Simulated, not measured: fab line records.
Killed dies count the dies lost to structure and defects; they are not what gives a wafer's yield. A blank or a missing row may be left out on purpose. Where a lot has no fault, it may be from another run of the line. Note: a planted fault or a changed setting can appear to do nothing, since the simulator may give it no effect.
fab line records	flow sky130
record: lots: 12	wafers: 36	last_day: 50
route steps=708 shown LI_CONTACT@374 VIA1@466 METAL2@500 PAD_OPEN@708
lots untouched by any fault: they come from a run of this same line in which no faults occurred
start_h: the number of hours between the record's first day and the start of the first shown wafer of the lot	wait_h: hours from the lot's prior step to this one	" repeats the value in the row above	L1.1+2: a row that stands for several wafers	- no value, or no start was given	* or withheld: withheld	< > ~ a bound
route shown NAME@n: names a module that has steps shown in the file, with the first one's number in the route	usual: mean/standard deviation of fault-free wafers	same: alike in all rows	chamber/n: place in a boat	sites: each site's reading	_std_site: the values' standard deviation	_edge_site: outer sites' mean less inner sites'	radius_mm: for every site, how far away it sits from the centre of the wafer	mask NAME#n: copy n	behind: the last tool/chamber to shape the wafer	hold: the reason the lot was held/the length of the hold in hours/how it ended	device: which transistor (n, p or np) failed to switch	end of line: tests run on the same wafers once the route is complete	where a step has no rows: the recipe by itself	killed: dies that structure and defects cost at the first sort, which is not the same as the wafer's yield	map: a wafer's dies, marking killed ones x, the rest . and places with no die _
set.NAME: the setting the step ran with; set.NAME@STEP: the setting that earlier step ran with	model.NAME: the simulator's own value behind a step, which no gauge read
route steps across a sampled set of lots; one table per step, one row per wafer
services: when a tool's chamber went out of use (start_h, in hours from the record's first day, below 0 if earlier), for how many hours, and the reason
== steps ==
step: SKY_LI_CONTACT_CD_MEAS_12
recipe: target_cd_nm: 170
usual: cd_nm: 169.5/1.4
lot.wafer	tool	chamber	start_h	wait_h	cd_nm
L470.3	cd_sem-01	-	696.98	-	169.2
L470.4	"	-	"	"	169.7
L470.6	"	-	"	"	170.9
L472.1	cd_sem-02	-	701.63	-	168.2
L472.2	"	-	"	"	168.5
L472.3	"	-	"	"	167.8
L475.2	cd_sem-01	-	740.87	-	169.1
L475.4	"	-	"	"	169.0
L475.5	"	-	"	"	169.1
L482.2	cd_sem-02	-	780.00	-	171.6
L482.4	"	-	"	"	172.5
L482.6	"	-	"	"	172.8
L485.1	cd_sem-02	-	802.09	-	167.9
L485.5	"	-	"	"	169.5
L485.6	"	-	"	"	168.2
L484.1	cd_sem-01	-	808.08	-	171.2
L484.3	"	-	"	"	170.7
L484.6	"	-	"	"	168.5
L486.2	cd_sem-02	-	815.47	-	170.6
L486.3	"	-	"	"	169.5
L486.6	"	-	"	"	169.1
L488.2	cd_sem-02	-	821.66	-	169.0
L488.5	"	-	"	"	169.4
L488.6	"	-	"	"	168.5
L489.2	cd_sem-02	-	833.96	-	172.8
L489.4	"	-	"	"	170.4
L489.6	"	-	"	"	171.4
L490.2	cd_sem-02	-	841.36	-	169.8
L490.4	"	-	"	"	168.6
L490.5	"	-	"	"	168.7
L492.1	cd_sem-02	-	846.43	-	168.9
L492.4	"	-	"	"	168.8
L492.5	"	-	"	"	169.4
L491.1	cd_sem-01	-	849.29	-	169.1
L491.2	"	-	"	"	169.0
L491.4	"	-	"	"	170.2
step: SKY_VIA1_SOFTBAKE_08
recipe: temp_c: 100	time_s: 90	resist: KrF-thick
usual: heater_power_total_W: 57.36/0.11	run_length_s: 119.30/0.19
lot.wafer	tool	chamber	start_h	wait_h	heater_power_total_W	run_length_s
L470.3	litho_track-01	0	800	-	57.50	119.61
L470.4	"	0	"	"	57.20	119.48
L470.6	"	0	"	"	57.36	119.40
L472.1	litho_track-01	0	803	-	57.42	119.60
L472.2	"	0	"	"	57.24	119.59
L472.3	"	0	"	"	57.24	119.47
L475.2	litho_track-02	0	840	-	63.82	94.44
L475.4	"	0	"	"	57.22	119.22
L475.5	"	0	"	"	57.36	119.48
L482.2	litho_track-01	0	876	-	57.15	119.66
L482.4	"	0	"	"	57.28	119.41
L482.6	"	0	"	"	57.33	119.36
L485.1	litho_track-01	0	898	-	57.45	119.55
L485.5	"	0	899	-	57.30	119.74
L485.6	"	0	"	"	57.36	119.61
L484.1	litho_track-03	0	903	-	57.36	119.29
L484.3	"	0	904	-	57.28	119.54
L484.6	"	0	"	"	57.42	119.41
L486.2	litho_track-01	0	910	-	57.21	119.53
L486.3	"	0	"	"	57.23	119.32
L486.6	"	0	911	-	57.45	119.36
L488.2	litho_track-01	0	921	-	57.45	119.56
L488.5	"	0	"	"	57.17	119.53
L488.6	"	0	"	"	57.32	119.40
L489.2	litho_track-03	0	928	-	57.40	119.24
L489.4	"	0	"	"	57.23	119.60
L489.6	"	0	"	"	57.38	119.24
L490.2	litho_track-02	0	934	-	57.54	119.23
L490.4	"	0	"	"	57.42	119.09
L490.5	"	0	"	"	57.31	119.14
L492.1	litho_track-02	0	939	-	57.40	119.21
L492.4	"	0	"	"	57.20	119.42
L492.5	"	0	"	"	57.50	119.00
L491.1	litho_track-02	0	941	-	57.25	119.22
L491.2	"	0	"	"	57.28	119.08
L491.4	"	0	"	"	57.50	119.33
step: SKY_VIA1_OVL_MEAS_13
usual: VIA1_OVL: 1/5.1
lot.wafer	tool	chamber	start_h	wait_h	VIA1_OVL[nm]
L470.3	overlay-02	-	812.63	0.1	-3
L470.4	"	-	"	"	0
L470.6	"	-	"	"	-4
L472.1	overlay-01	-	817.11	0.1	1
L472.2	"	-	"	"	8
L472.3	"	-	"	"	5
L475.2	overlay-01	-	854.52	0.1	2
L475.4	"	-	"	"	6
L475.5	"	-	"	"	4
L482.2	overlay-02	-	888.71	0.1	-7
L482.4	"	-	"	"	-2
L482.6	"	-	"	"	-7
L485.1	overlay-01	-	911.95	0.1	1
L485.5	"	-	"	"	5
L485.6	"	-	"	"	8
L484.1	overlay-01	-	916.21	0.1	-5
L484.3	"	-	"	"	1
L484.6	"	-	"	"	-4
L486.2	overlay-01	-	922.92	0.1	2
L486.3	"	-	"	"	-1
L486.6	"	-	"	"	-4
L488.2	overlay-02	-	934.06	0.1	-1
L488.5	"	-	"	"	-9
L488.6	"	-	"	"	-2
L489.2	overlay-01	-	940.26	0.1	5
L489.4	"	-	"	"	6
L489.6	"	-	"	"	4
L490.2	overlay-01	-	946.22	0.1	-7
L490.4	"	-	"	"	-4
L490.5	"	-	"	"	-1
L492.1	overlay-02	-	952.27	0.1	0
L492.4	"	-	"	"	6
L492.5	"	-	"	"	-2
L491.1	overlay-01	-	953.42	0.1	2
L491.2	"	-	"	"	6
L491.4	"	-	"	"	-5
step: SKY_METAL2_DESCUM_17
recipe: chemistry: O2	source_power_w: 150	bias_power_w: 0	pressure_mtorr: 10	temp_c: 40	time_s: 8
usual: drypump_motor_current_A: 5.6/0.6	oes_product_au: 1.001/0.011
lot.wafer	tool	chamber	start_h	wait_h	drypump_motor_current_A	oes_product_au	rf_hours_counter_h
L470.3	rie_metal-04	1	840.01	0.0	5.0	1.000	-
L470.4	"	0	"	"	6.3	1.019	-
L470.6	"	0	"	"	6.3	1.001	-
L472.1	rie_metal-03	0	844.42	0.0	6.1	0.999	11
L472.2	"	1	"	"	5.8	0.993	14
L472.3	"	1	"	"	5.8	0.980	-
L475.2	rie_metal-03	1	881.29	0.0	5.8	0.997	15
L475.4	"	0	"	"	6.1	0.989	-
L475.5	"	0	"	"	6.1	1.000	-
L482.2	rie_metal-01	0	916.05	0.0	4.8	0.997	15
L482.4	"	1	"	"	5.1	1.009	-
L482.6	"	0	"	"	4.8	0.997	-
L485.1	rie_metal-04	1	937.92	0.0	5.0	1.002	1
L485.5	"	1	"	"	5.0	0.998	-
L485.6	"	0	"	"	6.3	1.003	-
L484.1	rie_metal-01	0	941.60	0.0	4.8	0.993	17
L484.3	"	0	"	"	4.8	0.999	-
L484.6	"	0	"	"	4.7	0.990	-
L486.2	rie_metal-04	0	948.39	0.0	6.3	1.010	15
L486.3	"	1	"	"	5.0	1.006	-
L486.6	"	1	"	"	5.1	1.003	-
L488.2	rie_metal-03	0	959.22	0.0	6.1	0.987	15
L488.5	"	0	"	"	6.1	1.001	-
L488.6	"	1	"	"	5.8	1.002	-
L489.2	rie_metal-01	1	965.77	0.0	5.1	1.007	1
L489.4	"	0	"	"	4.7	0.991	-
L489.6	"	0	"	"	4.7	1.000	-
L490.2	rie_metal-01	0	971.87	0.0	4.7	0.996	19
L490.4	"	0	"	"	4.8	1.010	-
L490.5	"	1	"	"	5.0	1.005	-
L492.1	rie_metal-03	0	977.21	0.0	6.1	1.005	16
L492.4	"	1	"	"	5.8	0.996	-
L492.5	"	1	"	"	5.8	0.993	-
L491.1	rie_metal-04	1	978.71	0.0	5.0	1.004	3
L491.2	"	0	"	"	6.3	1.028	17
L491.4	"	1	"	"	5.0	1.005	-
step: SKY_PAD_OPEN_PROBE_99
usual: defect_limited_yield: 82.3/2	killed_at_M0_to_M3: 43/7.3	killed_at_M4_up: 3.1/1.7	killed_at_contacts: 25/5.3	killed_at_front_end: 15/4.3	killed_at_other: 0.2/0.54	killed_dies: 87/10	killed_open: 48/7.6	killed_short: 38/6.1	sort_bin_3_pad_short: 0.9/0.42	sort_bin_5_function: 10.5/1.5	sort_bin_6_memory: 6.3/1.2	sort_n_pass: 405/10	sort_yield_pct: 82.3/2
same: gross_dies: 492	killed_at_back_side: 0	sort_bin_4_leakage[%]: 0	sort_bin_8_speed[%]: 0
lot.wafer	tool	chamber	start_h	wait_h	defect_limited_yield[%]	killed_at_M0_to_M3	killed_at_M4_up	killed_at_contacts	killed_at_front_end	killed_at_other	killed_dies	killed_open	killed_short	sort_bin_3_pad_short[%]	sort_bin_5_function[%]	sort_bin_6_memory[%]	sort_n_pass	sort_yield_pct[%]
L470.3	prober-01	-	1089.97	0.2	78.9	55	2	27	20	0	104	66	38	1.2	11.8	8.1	388	78.9
L470.4	prober-01	-	1090.02	0.2	81.1	49	2	24	18	0	93	55	38	0.6	11.2	7.1	399	81.1
L470.6	prober-01	-	1090.12	0.2	81.7	52	4	23	10	1	90	45	45	0.8	12.0	5.5	402	81.7
L472.1	prober-01	-	1094.67	0.1	81.3	48	4	27	13	0	92	51	41	0.6	11.0	7.1	400	81.3
L472.2	prober-01	-	1094.72	0.1	82.7	40	4	24	17	0	85	50	35	1.0	10.4	5.9	407	82.7
L472.3	prober-01	-	1094.77	0.2	84.3	41	2	19	15	0	77	44	33	0.4	8.7	6.5	415	84.3
L475.2	prober-02	-	1122.58	0.1	85.4	35	4	23	10	0	72	45	27	0.6	7.7	6.3	420	85.4
L475.4	prober-02	-	1122.68	0.2	79.3	59	0	25	18	0	102	56	46	1.2	11.4	8.1	390	79.3
L475.5	prober-02	-	1122.73	0.2	82.9	45	6	19	14	0	84	43	40	0.8	11.0	5.3	408	82.9
L482.2	prober-01	-	1151.89	0.1	83.7	33	4	23	20	0	80	42	38	1.8	7.5	6.9	412	83.7
L482.4	prober-01	-	1151.99	0.2	82.9	35	2	22	25	0	84	39	45	2.2	9.3	5.5	408	82.9
L482.6	prober-01	-	1152.09	0.2	83.5	40	1	23	17	0	81	55	26	1.0	10.0	5.5	411	83.5
L485.1	prober-01	-	1169.31	0.1	80.7	51	4	22	16	2	95	59	36	1.4	12.0	5.9	397	80.7
L485.5	prober-01	-	1169.51	0.2	83.5	41	1	19	20	0	81	38	43	0.6	9.8	6.1	411	83.5
L485.6	prober-01	-	1169.56	0.2	84.8	30	3	20	22	0	75	36	39	0.8	9.6	4.9	417	84.8
L484.1	prober-02	-	1171.67	0.1	79.9	46	2	34	17	0	99	48	51	1.0	12.8	6.3	393	79.9
L484.3	prober-02	-	1171.77	0.2	84.3	41	3	16	17	0	77	48	29	0.6	8.9	6.1	415	84.3
L484.6	prober-02	-	1171.92	0.2	80.3	43	6	28	20	0	97	48	49	1.0	12.2	6.5	395	80.3
L486.2	prober-01	-	1176.18	0.1	82.9	41	2	22	19	0	84	47	37	1.2	10.0	5.9	408	82.9
L486.3	prober-01	-	1176.23	0.2	79.9	53	4	26	16	0	99	48	50	0.8	12.4	6.9	393	79.9
L486.6	prober-01	-	1176.38	0.2	86.8	31	4	18	12	0	65	29	35	0.4	7.5	5.3	427	86.8
L488.2	prober-01	-	1183.04	0.1	84.1	44	3	21	9	1	78	46	32	1.6	8.9	5.3	414	84.1
L488.5	prober-01	-	1183.19	0.2	84.3	40	2	19	15	1	77	42	34	0.2	9.3	6.1	415	84.3
L488.6	prober-01	-	1183.24	0.2	82.1	48	1	23	14	2	88	46	41	2.0	8.3	7.5	404	82.1
L489.2	prober-02	-	1187.18	0.1	81.9	49	2	22	15	1	89	52	37	0.6	10.2	7.3	403	81.9
L489.4	prober-02	-	1187.28	0.2	80.7	50	2	28	15	0	95	52	42	0.6	11.4	7.3	397	80.7
L489.6	prober-02	-	1187.38	0.2	86.8	38	2	16	9	0	65	35	30	0.2	7.7	5.3	427	86.8
L490.2	prober-01	-	1192.96	0.1	78.5	45	3	34	24	0	106	65	38	0.4	12.2	8.9	386	78.5
L490.4	prober-01	-	1193.06	0.2	81.1	43	3	30	16	1	93	53	40	0.6	10.2	8.1	399	81.1
L490.5	prober-01	-	1193.11	0.2	80.7	50	7	27	11	0	95	48	45	0.4	11.0	7.9	397	80.7
L492.1	prober-02	-	1195.46	0.1	81.9	38	1	28	22	0	89	49	38	1.0	10.4	6.7	403	81.9
L492.4	prober-02	-	1195.61	0.2	80.5	44	2	24	26	0	96	50	43	0.4	12.6	6.5	396	80.5
L492.5	prober-02	-	1195.66	0.2	78.7	51	1	37	15	1	105	62	43	0.8	12.8	7.7	387	78.7
L491.1	prober-01	-	1196.28	0.1	83.7	44	2	26	8	0	80	41	39	0.6	10.2	5.5	412	83.7
L491.2	prober-01	-	1196.33	0.1	83.5	38	1	24	18	0	81	47	34	0.2	11.0	5.3	411	83.5
L491.4	prober-01	-	1196.43	0.2	84.8	38	4	16	16	1	75	36	39	0.4	8.7	6.1	417	84.8
killed by level:class
L470.3 VIA2:geometric_particle:open=15 VIA1:geometric_particle:open=15 CONTACT:geometric_particle:open=12 LI_CONTACT:geometric_particle:open=7 FIELD_ISO:geometric_particle:short=5 VIA3:geometric_particle:open=5 POLY_GATE:geometric_particle:short=4 METAL1:geometric_particle:short=4
L470.4 VIA1:geometric_particle:open=16 CONTACT:geometric_particle:open=13 VIA2:geometric_particle:short=7 LI_CONTACT:geometric_particle:open=6 VIA2:geometric_particle:open=6 VIA3:geometric_particle:open=6 POLY_GATE:geometric_particle:short=5 VIA1:geometric_particle:short=5
L470.6 VIA3:geometric_particle:open=9 VIA1:geometric_particle:open=8 METAL1:geometric_particle:short=7 POLY_GATE:geometric_particle:open=7 LOCAL_INTERCONNECT:geometric_particle:short=7 VIA2:geometric_particle:open=7 VIA1:geometric_particle:short=5 LI_CONTACT:geometric_particle:open=5
L472.1 VIA1:geometric_particle:open=13 CONTACT:geometric_particle:open=12 CONTACT:geometric_particle:short=8 VIA1:geometric_particle:short=7 VIA2:geometric_particle:short=7 VIA2:geometric_particle:open=6 LI_CONTACT:geometric_particle:open=5 VIA3:geometric_particle:open=4
L472.2 CONTACT:geometric_particle:open=8 VIA1:geometric_particle:open=8 VIA3:geometric_particle:open=8 LI_CONTACT:geometric_particle:open=7 METAL1:geometric_particle:short=6 FIELD_ISO:geometric_particle:short=5 LOCAL_INTERCONNECT:geometric_particle:short=5 VIA2:geometric_particle:open=5
L472.3 VIA1:geometric_particle:open=13 LI_CONTACT:geometric_particle:open=8 POLY_GATE:geometric_particle:short=7 VIA2:geometric_particle:open=7 METAL1:geometric_particle:short=6 CONTACT:geometric_particle:open=5 VIA1:geometric_particle:short=5 FIELD_ISO:geometric_particle:open=3
L475.2 LI_CONTACT:geometric_particle:open=9 CONTACT:geometric_particle:open=9 VIA1:geometric_particle:open=7 METAL1:geometric_particle:open=4 VIA2:geometric_particle:open=4 METAL3:geometric_particle:short=4 VIA3:geometric_particle:open=4 FIELD_ISO:geometric_particle:short=3
L475.4 VIA1:geometric_particle:open=16 CONTACT:geometric_particle:open=9 VIA1:geometric_particle:short=9 VIA3:geometric_particle:open=8 METAL1:geometric_particle:short=7 LI_CONTACT:geometric_particle:open=6 FIELD_ISO:geometric_particle:short=4 POLY_GATE:geometric_particle:open=4
L475.5 VIA1:geometric_particle:short=10 METAL2:geometric_particle:short=9 CONTACT:geometric_particle:open=8 VIA1:geometric_particle:open=7 LI_CONTACT:geometric_particle:open=5 VIA3:geometric_particle:open=5 FIELD_ISO:geometric_particle:open=4 FIELD_ISO:geometric_particle:short=4
L482.2 CONTACT:geometric_particle:open=11 VIA1:geometric_particle:open=8 FIELD_ISO:geometric_particle:open=5 POLY_GATE:geometric_particle:short=5 METAL1:geometric_particle:short=5 VIA1:geometric_particle:short=5 LI_CONTACT:geometric_particle:open=4 CONTACT:geometric_particle:short=4
L482.4 VIA3:geometric_particle:open=10 POLY_GATE:geometric_particle:short=8 CONTACT:geometric_particle:short=8 CONTACT:geometric_particle:open=7 FIELD_ISO:geometric_particle:short=5 POLY_GATE:geometric_particle:open=5 VIA1:geometric_particle:short=5 VIA2:geometric_particle:open=4
L482.6 VIA1:geometric_particle:open=10 CONTACT:geometric_particle:open=10 VIA3:geometric_particle:open=9 METAL1:geometric_particle:short=8 POLY_GATE:geometric_particle:open=6 VIA2:geometric_particle:open=6 LI_CONTACT:geometric_particle:open=5 LI_CONTACT:geometric_particle:short=4
L485.1 VIA1:geometric_particle:open=13 VIA3:geometric_particle:open=12 CONTACT:geometric_particle:open=11 METAL1:geometric_particle:short=9 VIA2:geometric_particle:open=6 FIELD_ISO:geometric_particle:open=5 CONTACT:geometric_particle:short=5 LOCAL_INTERCONNECT:geometric_particle:short=4
L485.5 VIA1:geometric_particle:open=7 METAL2:geometric_particle:short=7 FIELD_ISO:geometric_particle:short=6 CONTACT:geometric_particle:short=6 VIA1:geometric_particle:short=6 FIELD_ISO:geometric_particle:open=5 METAL2:geometric_particle:open=5 CONTACT:geometric_particle:open=4
L485.6 VIA1:geometric_particle:open=8 CONTACT:geometric_particle:open=7 POLY_GATE:geometric_particle:short=6 FIELD_ISO:geometric_particle:short=5 LI_CONTACT:geometric_particle:open=5 VIA1:geometric_particle:short=5 LOCAL_INTERCONNECT:geometric_particle:short=4 METAL2:geometric_particle:short=4
L484.1 CONTACT:geometric_particle:open=15 VIA1:geometric_particle:open=10 CONTACT:geometric_particle:short=9 METAL2:geometric_particle:short=7 FIELD_ISO:geometric_particle:short=5 METAL1:geometric_particle:short=5 FIELD_ISO:geometric_particle:open=4 LI_CONTACT:geometric_particle:open=4
L484.3 VIA2:geometric_particle:open=9 LI_CONTACT:geometric_particle:open=7 VIA1:geometric_particle:open=7 METAL1:geometric_particle:short=6 FIELD_ISO:geometric_particle:open=5 METAL2:geometric_particle:short=5 POLY_GATE:geometric_particle:open=5 CONTACT:geometric_particle:open=5
L484.6 VIA1:geometric_particle:open=11 LI_CONTACT:geometric_particle:open=9 CONTACT:geometric_particle:open=8 LOCAL_INTERCONNECT:geometric_particle:short=7 METAL1:geometric_particle:short=6 METAL2:geometric_particle:short=6 VIA1:geometric_particle:short=6 VIA2:geometric_particle:open=6
L486.2 CONTACT:geometric_particle:open=10 VIA1:geometric_particle:open=10 POLY_GATE:geometric_particle:short=5 POLY_GATE:geometric_particle:open=5 LOCAL_INTERCONNECT:geometric_particle:short=5 METAL1:geometric_particle:short=5 VIA1:geometric_particle:short=5 VIA2:geometric_particle:open=5
L486.3 LI_CONTACT:geometric_particle:open=9 VIA1:geometric_particle:open=8 METAL1:geometric_particle:short=8 VIA3:geometric_particle:open=8 CONTACT:geometric_particle:open=7 METAL2:geometric_particle:short=7 VIA2:geometric_particle:open=6 METAL3:geometric_particle:short=5
L486.6 VIA2:geometric_particle:open=7 VIA1:geometric_particle:open=7 LOCAL_INTERCONNECT:geometric_particle:short=5 METAL2:geometric_particle:short=5 LI_CONTACT:geometric_particle:open=4 CONTACT:geometric_particle:open=4 METAL1:geometric_particle:short=4 METAL4:geometric_particle:short=4
L488.2 VIA1:geometric_particle:open=11 LI_CONTACT:geometric_particle:open=8 VIA3:geometric_particle:open=7 CONTACT:geometric_particle:open=6 METAL1:geometric_particle:short=6 LOCAL_INTERCONNECT:geometric_particle:short=5 VIA1:geometric_particle:short=5 METAL2:geometric_particle:short=5
L488.5 VIA1:geometric_particle:open=10 VIA2:geometric_particle:open=8 CONTACT:geometric_particle:open=7 FIELD_ISO:geometric_particle:open=6 VIA1:geometric_particle:short=5 FIELD_ISO:geometric_particle:short=4 LI_CONTACT:geometric_particle:open=4 LOCAL_INTERCONNECT:geometric_particle:short=4
L488.6 CONTACT:geometric_particle:open=10 VIA1:geometric_particle:open=9 METAL2:geometric_particle:short=8 LI_CONTACT:geometric_particle:open=6 VIA2:geometric_particle:short=5 VIA2:geometric_particle:open=5 VIA3:geometric_particle:short=5 VIA3:geometric_particle:open=5
L489.2 METAL2:geometric_particle:short=9 FIELD_ISO:geometric_particle:open=8 CONTACT:geometric_particle:open=8 VIA3:geometric_particle:open=8 VIA2:geometric_particle:open=7 VIA1:geometric_particle:open=7 LI_CONTACT:geometric_particle:open=5 FIELD_ISO:geometric_particle:short=4
L489.4 CONTACT:geometric_particle:open=11 VIA1:geometric_particle:open=9 LI_CONTACT:geometric_particle:open=8 VIA2:geometric_particle:open=7 VIA1:geometric_particle:short=6 METAL2:geometric_particle:short=6 FIELD_ISO:geometric_particle:open=5 FIELD_ISO:geometric_particle:short=5
L489.6 VIA1:geometric_particle:open=8 LI_CONTACT:geometric_particle:open=6 LI_CONTACT:geometric_particle:short=5 METAL1:geometric_particle:short=5 VIA2:geometric_particle:open=5 VIA3:geometric_particle:open=5 METAL2:geometric_particle:short=4 VIA1:geometric_particle:short=3
L490.2 CONTACT:geometric_particle:open=14 VIA1:geometric_particle:open=13 CONTACT:geometric_particle:short=9 LI_CONTACT:geometric_particle:open=7 VIA2:geometric_particle:open=7 SPACER:geometric_particle:open=5 VIA3:geometric_particle:short=5 FIELD_ISO:geometric_particle:short=4
L490.4 CONTACT:geometric_particle:open=11 VIA2:geometric_particle:open=11 LI_CONTACT:geometric_particle:open=9 VIA1:geometric_particle:open=7 FIELD_ISO:geometric_particle:short=5 METAL1:geometric_particle:short=5 METAL3:geometric_particle:short=5 FIELD_ISO:geometric_particle:open=4
L490.5 VIA1:geometric_particle:open=14 CONTACT:geometric_particle:short=10 CONTACT:geometric_particle:open=9 METAL2:geometric_particle:short=8 LI_CONTACT:geometric_particle:open=6 VIA2:geometric_particle:open=6 METAL1:geometric_particle:short=5 METAL3:geometric_particle:short=5
L492.1 CONTACT:geometric_particle:open=12 FIELD_ISO:geometric_particle:open=7 CONTACT:geometric_particle:short=6 VIA1:geometric_particle:open=6 METAL2:geometric_particle:short=6 POLY_GATE:geometric_particle:open=5 LI_CONTACT:geometric_particle:open=5 VIA2:geometric_particle:open=5
L492.4 VIA1:geometric_particle:open=15 CONTACT:geometric_particle:open=9 FIELD_ISO:geometric_particle:short=8 LI_CONTACT:geometric_particle:open=6 METAL1:geometric_particle:short=6 CONTACT:geometric_particle:short=5 VIA1:geometric_particle:short=5 FIELD_ISO:geometric_particle:open=4
L492.5 CONTACT:geometric_particle:open=15 LI_CONTACT:geometric_particle:open=11 VIA3:geometric_particle:open=9 VIA2:geometric_particle:open=8 VIA1:geometric_particle:open=8 METAL2:geometric_particle:short=7 CONTACT:geometric_particle:short=5 METAL1:geometric_particle:short=5
L491.1 CONTACT:geometric_particle:open=10 VIA3:geometric_particle:open=8 METAL1:geometric_particle:short=6 METAL2:geometric_particle:short=6 LOCAL_INTERCONNECT:geometric_particle:short=5 VIA1:geometric_particle:short=4 LI_CONTACT:geometric_particle:open=4 VIA1:geometric_particle:open=4
L491.2 POLY_GATE:geometric_particle:open=8 VIA1:geometric_particle:open=8 VIA2:geometric_particle:open=8 LI_CONTACT:geometric_particle:open=7 VIA3:geometric_particle:open=7 VIA1:geometric_particle:short=6 FIELD_ISO:geometric_particle:short=5 LI_CONTACT:geometric_particle:short=4
L491.4 VIA1:geometric_particle:open=9 CONTACT:geometric_particle:open=6 METAL1:geometric_particle:short=6 POLY_GATE:geometric_particle:short=5 POLY_GATE:geometric_particle:open=4 LI_CONTACT:geometric_particle:open=4 VIA3:geometric_particle:short=4 VIA2:geometric_particle:open=4
== services ==
tool	chamber	start_h	hours	kind
rie_metal-04	0	858.71	23.8	repair
rie_metal-04	1	900.10	-	clean
rie_metal-04	1	900.10	20.4	scheduled_down
rie_metal-04	1	900.10	20.4	vent_cycle
rie_metal-03	0	903.81	3.6	repair
rie_metal-04	-	916.82	2.8	pm
rie_metal-03	-	927.00	4.3	pm
rie_metal-03	1	932.32	-	clean
rie_metal-03	1	932.32	16.8	scheduled_down
rie_metal-03	1	932.32	16.8	vent_cycle
rie_metal-01	1	934.58	-	clean
rie_metal-01	1	934.58	15.3	scheduled_down
rie_metal-01	1	934.58	15.3	vent_cycle
litho_track-02	-	975.76	-	consumable_replace:filter
== key ==
first_sign: step: SKY_VIA1_SOFTBAKE_08	reading: run_length_s	direction: down	sigmas: 99+	usual: *	struck: *
effect: step: SKY_VIA1_SOFTBAKE_08	reading: heater_power_total_W	direction: up	sigmas: 59	usual: *	struck: *
met_at SKY_VIA1_SOFTBAKE_08
struck_lots L475
struck_wafers L475.2
not_acting_at SKY_LI_CONTACT_CD_MEAS_12,SKY_VIA1_OVL_MEAS_13,SKY_METAL2_DESCUM_17
fault: kind: process_parameter_drift	tool: litho_track-02	chamber: -	onset_h: 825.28	steps: SKY_VIA1_SOFTBAKE_08	channel: time_s	offset: *	shape: step	end_h: 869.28	scope: struck_wafers_only	acts_in: *	stated: *
